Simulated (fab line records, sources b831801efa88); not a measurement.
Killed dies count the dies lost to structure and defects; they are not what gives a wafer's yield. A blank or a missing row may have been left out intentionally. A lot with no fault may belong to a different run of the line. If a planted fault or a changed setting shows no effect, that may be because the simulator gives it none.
Comparing a struck lot with a sound one | flow sky130 | 15 out of 708 route steps
Sound: the wafers L802.3, L802.4, L802.5. Struck: wafers L809.4, L809.5 (left out: L809.6, a lot-mate that was not struck); the cause follows at the end.
Each step with rows lists, per side, the tool, then ch with its chambers, then its first start. Under that, the readings that differ: sound wafers | struck wafers | difference of the means | sigmas: that difference in standard deviations of wafers without a fault.
alike: readings with means less than 2 such deviations apart, plus words and numbers identical on both sides. not compared: withheld readings, readings lacking a value on some wafer, bounds such as >300 that could conceal the same value, and numbers that have no deviation in the record and whose values overlap.
The two part at a step that has a row with sigmas, a row that says differs or no value, or rows on one side only. Numbers that don't overlap but have no deviation are shown without sigmas and don't part them. Lack of a reading on every wafer of one side parts them only where that side has two or more wafers.

SKY_CAP2M_THK_MEAS_01:
  sound on film-metro-02 at day 39 14:38; struck on film-metro-04 at day 42 01:53
  alike: CAP2M_CVD_00_THK
SKY_CAP2M_SPUTTER_02: material TiN, target thk 200 nm, time 166.7 s.
  sound on pvd-sputter-04 at day 39 14:41; struck on pvd-sputter-02 at day 42 01:55
  alike: chamber-pressure-pa, throttle-valve-pct
SKY_CAP2M_RS_MEAS_03: a four-point-probe measurement.
  sound on film-metro-04 at day 39 14:50; struck on film-metro-01 at day 42 02:05
  alike: CAP2M_TIN_RS
SKY_CAP2M_THK_MEAS_04: measures by xrf.
  sound on film-metro-04 at day 39 14:56; struck on film-metro-01 at day 42 02:11
  alike: CAP2M_TIN_THK
then, 7 steps without rows for these wafers: SKY_CAP2M_DEHYDRATE_05 (time 60 s); SKY_CAP2M_HMDS_06 (prime time 60 s); SKY_CAP2M_COAT_07 (resist thk 1140 nm); SKY_CAP2M_SOFTBAKE_08 (time 60 s); SKY_CAP2M_EXPOSE_09 (exposes mask CAP2M, target cd 1000 nm); SKY_CAP2M_PEB_10; SKY_CAP2M_DEVELOP_11 (develop time 60 s).
SKY_CAP2M_OVL_MEAS_12:
  sound on overlay-02 at day 40 15:32; struck on overlay-02 at day 43 01:41
  alike: CAP2M_OVL
SKY_CAP2M_METAL_ETCH_13: etches TiN in Cl2/BCl3, stops on SiO2, target depth 220 nm, time 62.9 s.
  sound on rie-metal-01 ch 0,1, day 40 15:36; struck on rie-metal-02 ch 1, day 43 01:44
  reading                        | sound                | struck        | difference | sigmas
  chamber-pressure-mTorr (mTorr) | 10.012 10.007 10.002 | 12.002 11.988 | +1.988     | +99 or more
  alike: drypump-motor-current-A, oes-product-au, throttle-valve-pct
  not compared: rf-hours-counter-h, model.SiO2_of_CAP2M_CVD_00.thk-nm
SKY_CAP2M_STRIP_14: strips in O2/N2.
  sound on plasma-asher-01 ch 0,1, day 40 15:42; struck on plasma-asher-02 ch 0,1, day 43 01:49
  alike: drypump-motor-current-A, oes-product-au, strip-time-to-endpoint-s
  not compared: rf-hours-counter-h
-- the record jumps here: 5 days lie between the struck wafers' starts before and after (it left off in module CAP2M and takes up again in module PAD_OPEN, whose first step shown is number 708 of the route) --
SKY_PAD_OPEN_PROBE_99:
  sound on prober-01 at day 45 18:27; struck on prober-02 at day 47 19:03
  alike: defect-limited-yield, killed_at_M0_to_M3, killed_at_M4_up, killed-at-contacts, killed-at-front-end, killed-at-other, killed-dies, killed-open, killed-short, sort_bin_3_pad_short, sort_bin_5_function, sort_bin_6_memory, sort-n-pass, sort-yield-pct

WHERE THEY PART
Only at SKY_CAP2M_METAL_ETCH_13, within this record. Later steps at which nothing parts them and some readings are alike: SKY_CAP2M_STRIP_14, SKY_PAD_OPEN_PROBE_99.

WHY: whatever the simulator had introduced
rie-metal-02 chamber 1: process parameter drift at SKY_CAP2M_METAL_ETCH_13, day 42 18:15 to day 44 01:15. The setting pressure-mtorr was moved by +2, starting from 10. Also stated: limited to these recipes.
